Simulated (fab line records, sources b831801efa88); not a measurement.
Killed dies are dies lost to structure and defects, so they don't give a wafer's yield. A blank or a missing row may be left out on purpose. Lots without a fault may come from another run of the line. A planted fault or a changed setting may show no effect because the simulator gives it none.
Chamber matching | flow gf180mcu | GF_CONTACT_CMP_04 on cmp-01: 4 sister chambers
The step polishes SiO2. 14 wafers are shown with their chamber, then 7 later ones without.

WAFERS WITH THEIR CHAMBER
wafer  | chamber | motor_current_A (A) | time_to_endpoint_s (s) | slurry_filter_dp_kPa (kPa)
L319.1 | 2       | 10.8                | 111                    | 13.62
L319.2 | 1       | 11.1                | 108                    | 13.46
L319.5 | 3       | 10.6                | 108                    | 13.51
L320.2 | 2       | 10.7                | 112                    | 13.93
L320.3 | 1       | 11.1                | 112                    | 13.43
L320.4 | 0       | 11.7                | 119                    | 13.54
L321.1 | 0       | 11.2                | 112                    | 13.54
L321.3 | 1       | 11.4                | 110                    | 13.39
L321.5 | 2       | 10.5                | 122                    | 13.35
L326.2 | 3       | 9.9                 | 103                    | 13.24
L326.3 | 1       | 11.4                | 108                    | 13.32
L326.6 | 2       | 11.1                | 120                    | 13.51
L328.4 | 0       | 11.5                | 114                    | 13.39
L328.5 | 1       | 11.3                | 117                    | 13.43

SIGNATURES (means of the wafers above)
reading              | chamber 0 | chamber 1 | chamber 2 | chamber 3 | scatter within a chamber
motor_current_A      | 11.467    | 11.260    | 10.775    | 10.250    | 0.255
time_to_endpoint_s   | 115.00    | 111.00    | 116.25    | 105.50    | 4.33
slurry_filter_dp_kPa | 13.4900   | 13.4060   | 13.6025   | 13.3750   | 0.156
Rule: a wafer's distance from a chamber is the root of the sum, over the readings, of the square of ((its reading less the chamber's mean) divided by the reading's scatter). The wafer belongs to the nearest chamber; if the next one is less than 2 further off, it can't be placed. The scatter: the root of (the sum of the squares of (reading less its chamber's mean) over the shown wafers, divided by (wafers less chambers)).

WAFERS WITHOUT THEIR CHAMBER
wafer  | motor_current_A (A) | time_to_endpoint_s (s) | slurry_filter_dp_kPa (kPa)
L328.6 | 11.0                | 125                    | 13.65
L337.1 | 11.0                | 112                    | 13.63
L337.3 | 11.2                | 102                    | 13.41
L337.4 | 11.5                | 109                    | 13.78
L341.1 | 10.5                | 117                    | 13.48
L341.4 | 11.7                | 113                    | 13.30
L341.6 | 10.5                | 121                    | 13.47

WHICH CHAMBER EACH WENT THROUGH
wafer  | from the rows above               | in truth
L328.6 | can't be placed: 2 or 0 or 1      | 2
L337.1 | can't be placed: 2 or 1 or 0      | 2
L337.3 | can't be placed: 1 or 0 or 3 or 2 | 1
L337.4 | can't be placed: 0 or 1 or 2      | 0
L341.1 | can't be placed: 2 or 3 or 1      | 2
L341.4 | can't be placed: 0 or 1           | 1
L341.6 | 2                                 | 2
Placed correctly: 1 of 7. Can't be placed from these rows: 6 (the true chamber is among the candidates in 6). Placed wrongly: 0.
